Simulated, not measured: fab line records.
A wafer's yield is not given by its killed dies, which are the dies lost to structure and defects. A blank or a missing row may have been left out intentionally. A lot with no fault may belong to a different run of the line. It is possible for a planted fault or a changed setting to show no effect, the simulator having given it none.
Lot-split experiment    flow gf180mcu    route with 602 steps; 5 lots, 23 wafers read

== ON THE SPLIT ==
At GF_V2_CVD_00 (deposits SiO2, target thk 600 nm, time 100 s), the setting sih4 flow sccm was moved away from the recipe's 60 sccm on 5 of the 23 wafers read, by -7.5% to +10.5%. This setting was run at the recipe's value on the other wafers.

No step appears in the file between the split and the reading.

== THE READING ==
V2_CVD_00_THK (nm), taken at GF_V2_THK_MEAS_01. On this fab line, fault-free wafers typically give 603 nm with a standard deviation of 5.4 nm.

wafer   tool, chamber at the split  sih4 flow sccm as run, sccm  against the recipe  V2_CVD_00_THK, nm  against lot-mates on the recipe
L074.1  hdpcvd-02, 0                55.53                        -7.5%               567                -38
L074.2  hdpcvd-02, 2                60                           recipe              605                -
L074.3  hdpcvd-02, 1                60                           recipe              605                -
L074.4  hdpcvd-02, 1                60                           recipe              604                -
L074.5  hdpcvd-02, 2                55.53                        -7.5%               558                -47
L076.2  hdpcvd-02, 0                60                           recipe              613                -
L076.3  hdpcvd-02, 2                60                           recipe              608                -
L076.6  hdpcvd-02, 0                60                           recipe              612                -
L077.1  hdpcvd-01, 1                60                           recipe              598                -
L077.3  hdpcvd-01, 2                66.27                        +10.5%              669                +65
L077.4  hdpcvd-01, 1                66.27                        +10.5%              668                +64
L077.5  hdpcvd-01, 0                60                           recipe              610                -
L077.6  hdpcvd-01, 2                66.27                        +10.5%              663                +59
L082.2  hdpcvd-02, 2                60                           recipe              606                -
L082.3  hdpcvd-02, 0                60                           recipe              598                -
L082.4  hdpcvd-02, 1                60                           recipe              607                -
L082.5  hdpcvd-02, 2                60                           recipe              603                -
L082.6  hdpcvd-02, 0                60                           recipe              595                -
L084.1  hdpcvd-02, 2                60                           recipe              607                -
L084.2  hdpcvd-02, 1                60                           recipe              603                -
L084.3  hdpcvd-02, 0                60                           recipe              593                -
L084.4  hdpcvd-02, 1                60                           recipe              596                -
L084.5  hdpcvd-02, 2                60                           recipe              602                -

FIT RESULTS
A straight line over all 23 wafers: V2_CVD_00_THK changes by +5.89 nm for each +1% of sih4 flow sccm; r = +0.98; the points scatter about the line by 5.5 nm.
The same after taking each lot's own level away (the mean of its wafers on the recipe; 23 wafers): +5.9 nm for each +1%; r = +0.99; scatter 4.3 nm.
The reading moves by 62 nm for the largest change in sih4 flow sccm, on that fit.
Measured against the standard deviation above, the lots' own levels, which go from 600.2 to 611.0 nm, span 2.0 times it.
The two slopes are in agreement: the lot-to-lot level therefore moves the slope only a little.
Check: with one of the wafers moved furthest among these (+10.5%) left out of the fit, the line predicts +60.8 nm for it against its lot-mates. It came out at +65 nm against them.

== THESE WAFERS: OTHER SPLITS ==
Before the reading, these wafers also passed through other splits. Each is held against what the fit with the lots' levels taken away leaves over:
other split on the same wafers  wafers away from the commonest value  r with V2_CVD_00_THK (lot level and that fit taken away)
GF_CONTACT_CVD_24 temp c        10                                    +0.00
GF_M1_COAT_09 resist thk nm     9                                     +0.11
GF_M1_SOFTBAKE_10 temp c        5                                     +0.08
GF_V1_CVD_02 time s             8                                     -0.03
GF_V1_SPUTTER_22 power w        11                                    -0.23

== THE WHOLE CHAIN: every reading that the file lists as answering this split, in the file's order ==
step               what it does                                  reading                                                                    change (the file's fit)               r (the file's)
GF_V2_CVD_00       deposits SiO2, target thk 600 nm, time 100 s  SiO2_of_V2_CVD_00.thk nm (the simulator's own value, which no gauge read)  +5.91 nm for each +1% of the setting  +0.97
GF_V2_THK_MEAS_01                                                V2_CVD_00_THK                                                              +5.92 for each +1% of the setting     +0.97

== FILE'S OWN FIT ==
V2_CVD_00_THK changes by +5.92 nm for each +1% of sih4 flow sccm, r = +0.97.
